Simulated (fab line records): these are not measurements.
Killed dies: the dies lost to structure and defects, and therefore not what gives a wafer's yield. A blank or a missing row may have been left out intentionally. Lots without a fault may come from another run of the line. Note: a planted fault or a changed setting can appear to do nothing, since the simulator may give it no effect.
Which tool did it? | flow sfq-line | 13 lots (38 wafers sampled), 1 step of a 325-step route

WHAT THE GAUGES SHOWED, per wafer
No reading from a measuring or inspecting step in the record can be judged against a usual standard deviation.

EACH LOT AND THE TOOL THAT RAN IT (in order: tool; ch and the chambers of the sampled wafers; start)
lot  | SFQ_TRILAYER_M3_BARC_OPEN_METAL_ETCH_100
L845 | rie-metal-04 ch 1, day 28 03:44
L846 | rie-metal-03 ch 0, day 28 10:56
L848 | rie-metal-03 ch 0,1, day 28 21:23
L857 | rie-metal-03 ch 0,1, day 31 11:20
L858 | rie-metal-04 ch 0,1, day 31 22:08
L859 | rie-metal-04 ch 1, day 32 02:56
L860 | rie-metal-02 ch 0, day 32 10:08
L863 | rie-metal-02 ch 0,1, day 33 04:08
L864 | rie-metal-03 ch 0,1, day 33 14:56
L865 | rie-metal-03 ch 0, day 33 18:32
L866 | rie-metal-02 ch 0,1, day 33 23:20
L867 | rie-metal-04 ch 0,1, day 34 05:22
L868 | rie-metal-04 ch 0,1, day 34 07:44
- SFQ_TRILAYER_M3_BARC_OPEN_METAL_ETCH_100: etches BARC in O2, target depth 125 nm, time 41.7 s.

WHAT THE TOOLS THEMSELVES READ (means of the sampled wafers that have a number; where no wafer has one, the mark that the record gives instead)
SFQ_TRILAYER_M3_BARC_OPEN_METAL_ETCH_100. Usual: drypump-motor-current-A 5.6 A, standard deviation 0.4; oes-product-au 0.685 a.u., standard deviation 0.0045; run-length-s 70.3 s, standard deviation 1.
lot  | tool         | drypump-motor-current-A (A) | oes-product-au (a.u.) | run-length-s (s) | flag
L845 | rie-metal-04 | 5.8                         | 0.685                 | 70.6             |
L846 | rie-metal-03 | 5.1                         | 0.686                 | 69.5             |
L848 | rie-metal-03 | 5.2                         | 0.683                 | 69.7             |
L857 | rie-metal-03 | 5.2                         | 0.755                 | 65.3             | OFF
L858 | rie-metal-04 | 5.9                         | 0.689                 | 69.9             |
L859 | rie-metal-04 | 5.8                         | 0.685                 | 70.4             |
L860 | rie-metal-02 | 6.4                         | 0.687                 | 69.8             |
L863 | rie-metal-02 | 6.1                         | 0.681                 | 70.0             |
L864 | rie-metal-03 | 5.2                         | 0.683                 | 69.5             |
L865 | rie-metal-03 | 5.1                         | 0.685                 | 69.3             |
L866 | rie-metal-02 | 5.8                         | 0.681                 | 73.1             |
L867 | rie-metal-04 | 5.9                         | 0.684                 | 69.9             |
L868 | rie-metal-04 | 5.9                         | 0.686                 | 70.3             |

THE ANSWER, worked out from the rows above alone
Rule: take the mean of a lot's wafers that have a number; if it is more than 3 standard deviations from the usual mean, the lot is off. Also off: a lot with no number at a reading for which 4 or more lots have one. All remaining lots with rows at the step are treated as sound. After the gauges, taken in route order, come the tools' own readings; for these a lot's mean is taken, as printed above. The first step at which some lot is off is used, and at that step the reading that is off furthest; a lot without a number counts as furthest.
Off: L857 (SFQ_TRILAYER_M3_BARC_OPEN_METAL_ETCH_100, oes-product-au).
If a tool, at that step or one of the process steps before it, ran each lot that is off and ran no sound lot following the first of them, it fits. Not one of the candidates tried fits.

WHAT THE SIMULATOR PUT IN
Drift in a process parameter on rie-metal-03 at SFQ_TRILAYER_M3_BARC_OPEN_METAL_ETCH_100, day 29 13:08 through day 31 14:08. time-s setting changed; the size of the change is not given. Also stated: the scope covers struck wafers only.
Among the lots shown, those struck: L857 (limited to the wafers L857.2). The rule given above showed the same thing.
